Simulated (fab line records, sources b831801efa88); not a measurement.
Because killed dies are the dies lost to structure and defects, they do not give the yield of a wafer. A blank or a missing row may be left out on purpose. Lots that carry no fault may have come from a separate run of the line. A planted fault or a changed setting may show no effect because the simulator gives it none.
A lot that was struck, set against a sound lot -- flow sky130 -- 15 out of 708 route steps
Sound: these wafers, L250.3, L250.4, L250.5. The struck wafers were L256.1, L256.3, L256.5. The cause comes at the end.
Each step with rows lists, per side, the tool, then ch with its chambers, then its first start. Under that, the readings that differ: sound wafers -- struck wafers -- difference of the means -- sigmas: that difference in standard deviations of wafers without a fault.
alike: same words and numbers on both sides, and readings whose means sit less than 2 such deviations apart. not compared: any withheld reading, any reading some wafer has no value for, any bound like >300 that may hide the same value, and any number with overlapping values for which the record gives no deviation.
The two part at a step that has a row with sigmas, a row that says differs or no value, or rows on one side only. When numbers do not overlap yet have no deviation, they are printed without sigmas and do not part them. Lack of a reading on every wafer of one side parts them only where that side has two or more wafers.

first, 4 steps without rows for these wafers: SKY_LDD_HVN_SOFTBAKE_03 (time 60 s); SKY_LDD_HVN_EXPOSE_04 (exposes mask HVNTM, target cd 700 nm); SKY_LDD_HVN_PEB_05; SKY_LDD_HVN_DEVELOP_06 (develop time 60 s).
SKY_LDD_HVN_OVL_MEAS_07:
  sound on overlay-01, day 21 08:40; struck on overlay-02, day 24 17:16
  alike: LDD_HVN_OVL
then, 1 step without rows for these wafers: SKY_LDD_HVN_IMPLANT_08.
SKY_LDD_HVN_STRIP_09: strips in O2/N2.
  sound on plasmaAsher-03 ch 0,1, day 21 08:53; struck on plasmaAsher-02 ch 0,1, day 24 17:27
  alike: drypumpMotorCurrentA, oesProductAu, stripTimeToEndpointS
  not compared: rfHoursCounterH
SKY_LDD_HVN_TW_MEAS_10:
  sound on filmMetro-03, day 21 08:58; struck on filmMetro-03, day 24 17:33
  alike: LDD_HVN_TW
then, 4 steps without rows for these wafers: SKY_LDD_HVP_DEHYDRATE_00 (time 60 s); SKY_LDD_HVP_HMDS_01 (prime time 60 s); SKY_LDD_HVP_COAT_02 (resist thk 300 nm); SKY_LDD_HVP_SOFTBAKE_03 (time 60 s).
SKY_LDD_HVP_EXPOSE_04: exposes mask HVPTM, target cd 700 nm.
  sound on ilineStepper-02 ch 0, day 22 00:40; struck on ilineStepper-01 ch 0, day 25 08:29
reading,sound,struck,difference,sigmas
mask,HVPTM#0 HVPTM#0 HVPTM#0,HVPTM_R1#0 HVPTM_R1#0 HVPTM_R1#0,differs,
  alike: focusOffsetNm
then, 1 step without rows for these wafers: SKY_LDD_HVP_PEB_05.
-- a jump in the record: the struck wafers' starts before and after are 23 days apart (it breaks off in module LDD_HVP and resumes in module PAD_OPEN, where the first step shown is number 708 of the route) --
SKY_PAD_OPEN_PROBE_99:
  rows exist in the record for the struck wafers here (prober-02, day 48 17:55), but not for the sound ones

## WHERE THEY PART
At SKY_LDD_HVP_EXPOSE_04 first; at SKY_PAD_OPEN_PROBE_99 last (within this record only).

WHY: what the simulator had put in
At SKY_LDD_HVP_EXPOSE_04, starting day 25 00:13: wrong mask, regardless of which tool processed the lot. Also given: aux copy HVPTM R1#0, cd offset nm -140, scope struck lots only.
